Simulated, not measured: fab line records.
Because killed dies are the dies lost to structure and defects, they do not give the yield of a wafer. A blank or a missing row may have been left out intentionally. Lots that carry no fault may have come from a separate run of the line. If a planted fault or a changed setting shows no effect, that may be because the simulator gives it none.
A lot that was struck, set against a sound lot / flow sky130 / 43 out of 708 route steps
Sound: wafers L181.1, L181.4, L181.6. Wafers L195.2, L195.3, L195.4 were the ones struck. The cause is named last.
Each step with rows lists, per side, the tool, then ch with its chambers, then its first start. Under that, the readings that differ: sound wafers / struck wafers / difference of the means / sigmas: that difference in standard deviations of wafers without a fault.
alike: a reading whose means differ by less than 2 such deviations, as well as words and numbers matching on both sides. not compared: withheld readings; readings where some wafer has no value; bounds like >300 that might hide an equal value; numbers whose values overlap and for which the record gives no deviation.
Wherever a step has rows on one side only, a row that says differs or no value, or a row with sigmas, the two part there. Numbers that have no deviation but don't overlap get no sigmas and don't part them. Lack of a reading on every wafer of one side parts them only where that side has two or more wafers.

first, 5 steps without rows for these wafers: SKY_VT_ADJUST_NCORE_COAT_02 (resist thk 1140 nm); SKY_VT_ADJUST_NCORE_SOFTBAKE_03 (time 60 s); SKY_VT_ADJUST_NCORE_EXPOSE_04 (exposes mask LVTN COMPLEMENT THIN, target cd 380 nm); SKY_VT_ADJUST_NCORE_PEB_05; SKY_VT_ADJUST_NCORE_DEVELOP_06 (develop time 60 s).
SKY_VT_ADJUST_NCORE_CD_MEAS_07 targets a cd of 380 nm.
  struck on cd-sem-02, day 12 14:04; sound on cd-sem-01, day 8 13:08
  alike: cd-nm
SKY_VT_ADJUST_NCORE_OVL_MEAS_08:
  struck on overlay-02, day 12 14:11; sound on overlay-01, day 8 13:15
  alike: VT_ADJUST_NCORE_OVL
following that, these wafers have no rows for 1 step: SKY_VT_ADJUST_NCORE_IMPLANT_09.
SKY_VT_ADJUST_NCORE_STRIP_10: strips in O2/N2.
  sound on plasma-asher-03 ch 0,1, day 8 13:26; struck on plasma-asher-02 ch 0,1, day 12 14:22
  alike: drypump-motor-current-A, oes-product-au, strip-time-to-endpoint-s
  not compared: rf-hours-counter-h
SKY_VT_ADJUST_NCORE_TW_MEAS_11:
  struck on film-metro-01, day 12 14:28; sound on film-metro-02, day 8 13:32
reading=VT_ADJUST_NCORE_TW; sound=218.9 219.0 218.4; struck=215.0 216.0 215.5; difference=-3.3; sigmas=-3
then, 2 steps without rows for these wafers: SKY_VT_ADJUST_HVTR_DEHYDRATE_00 (time 60 s); SKY_VT_ADJUST_HVTR_HMDS_01 (prime time 60 s).
SKY_VT_ADJUST_HVTR_COAT_02: resist thk 1140 nm.
  struck on litho-track-02, day 13 02:35; sound on litho-track-03 ch 0, day 8 23:11
  no value came back on the struck wafers for chill-plate-temp-C (C), dispense-pressure-kPa (kPa); on the sound wafers chill-plate-temp-C (C) reads 23.03 22.95 23.04
then, 4 steps without rows for these wafers: SKY_VT_ADJUST_HVTR_SOFTBAKE_03 (time 60 s); SKY_VT_ADJUST_HVTR_EXPOSE_04 (exposes mask HVTRM, target cd 380 nm); SKY_VT_ADJUST_HVTR_PEB_05; SKY_VT_ADJUST_HVTR_DEVELOP_06 (develop time 60 s).
SKY_VT_ADJUST_HVTR_CD_MEAS_07 targets a cd of 380 nm.
  struck on cd-sem-01, day 13 15:13; sound on cd-sem-02, day 9 09:56
reading=cd-nm (nm); sound=379.5 380.4 381.6; struck=- - -; difference=no value on the struck wafers; sigmas=
SKY_VT_ADJUST_HVTR_OVL_MEAS_08:
  struck on overlay-02, day 13 15:19; sound on overlay-02, day 9 10:04
reading=VT_ADJUST_HVTR_OVL (nm); sound=0.9 1.1 -1.3; struck=- - -; difference=no value on the struck wafers; sigmas=
following that, these wafers have no rows for 1 step: SKY_VT_ADJUST_HVTR_IMPLANT_09.
SKY_VT_ADJUST_HVTR_STRIP_10: strips in O2/N2.
  sound on plasma-asher-04 ch 0,1, day 9 10:15; struck on plasma-asher-01 ch 0,1, day 13 15:30
  no value came back on the struck wafers for oes-product-au (a.u.), strip-time-to-endpoint-s (s); on the sound wafers oes-product-au (a.u.) reads 0.712 0.717 0.720
reading=drypump-motor-current-A (A); sound=6.3 6.2 6.3; struck=5.4 5.4 5.9; difference=-0.7; sigmas=-2
  not compared: rf-hours-counter-h
SKY_VT_ADJUST_HVTR_TW_MEAS_11:
  struck on film-metro-01, day 13 15:37; sound on film-metro-04, day 9 10:21
reading=VT_ADJUST_HVTR_TW; sound=212.7 212.3 211.8; struck=207.2 207.0 206.8; difference=-5.3; sigmas=-2
then, 7 steps without rows for these wafers: SKY_VT_ADJUST_PCH_DEHYDRATE_00 (time 60 s); SKY_VT_ADJUST_PCH_HMDS_01 (prime time 60 s); SKY_VT_ADJUST_PCH_COAT_02 (resist thk 3000 nm); SKY_VT_ADJUST_PCH_SOFTBAKE_03; SKY_VT_ADJUST_PCH_EXPOSE_04 (exposes mask NWM, target cd 840 nm); SKY_VT_ADJUST_PCH_PEB_05; SKY_VT_ADJUST_PCH_DEVELOP_06 (develop time 58.49 s).
SKY_VT_ADJUST_PCH_OVL_MEAS_07:
  struck on overlay-02, day 14 18:17; sound on overlay-01, day 10 08:35
  alike: VT_ADJUST_PCH_OVL
following that, these wafers have no rows for 1 step: SKY_VT_ADJUST_PCH_IMPLANT_08.
SKY_VT_ADJUST_PCH_STRIP_09: strips in O2/N2.
  sound on plasma-asher-01 ch 0,1, day 10 08:47; struck on plasma-asher-02 ch 0,1, day 14 18:28
  alike: drypump-motor-current-A, oes-product-au, strip-time-to-endpoint-s
  not compared: rf-hours-counter-h
SKY_VT_ADJUST_PCH_TW_MEAS_10:
  struck on film-metro-03, day 14 18:34; sound on film-metro-02, day 10 08:53
reading=VT_ADJUST_PCH_TW; sound=141.7 141.5 141.1; struck=220.8 221.8 221.6; difference=+80.0; sigmas=+57
then, 7 steps without rows for these wafers: SKY_SONOS_TUNNEL_DEHYDRATE_00 (time 60 s); SKY_SONOS_TUNNEL_HMDS_01 (prime time 60 s); SKY_SONOS_TUNNEL_COAT_02 (resist thk 1140 nm); SKY_SONOS_TUNNEL_SOFTBAKE_03 (time 60 s); SKY_SONOS_TUNNEL_EXPOSE_04 (exposes mask TUNM, target cd 410 nm); SKY_SONOS_TUNNEL_PEB_05; SKY_SONOS_TUNNEL_DEVELOP_06 (develop time 60 s).
SKY_SONOS_TUNNEL_CD_MEAS_07 targets a cd of 410 nm.
  struck on cd-sem-02, day 15 21:51; sound on cd-sem-02, day 11 08:05
  alike: cd-nm
SKY_SONOS_TUNNEL_OVL_MEAS_08:
  struck on overlay-02, day 15 21:58; sound on overlay-02, day 11 08:12
reading=SONOS_TUNNEL_OVL (nm); sound=-1.5 -1.4 -2.2; struck=0.7 2.0 1.6; difference=+3.1; sigmas=+2
SKY_SONOS_TUNNEL_TW_MEAS_12:
  struck on film-metro-02, day 15 22:25; sound on film-metro-01, day 11 08:40
reading=SONOS_TUNNEL_TW; sound=194.6 194.5 195.1; struck=247.6 247.5 246.2; difference=+52.4; sigmas=+23

## WHERE THEY PART
At SKY_VT_ADJUST_NCORE_TW_MEAS_11 first; at SKY_SONOS_TUNNEL_TW_MEAS_12 last (within this record only).

WHY: whatever the simulator had introduced
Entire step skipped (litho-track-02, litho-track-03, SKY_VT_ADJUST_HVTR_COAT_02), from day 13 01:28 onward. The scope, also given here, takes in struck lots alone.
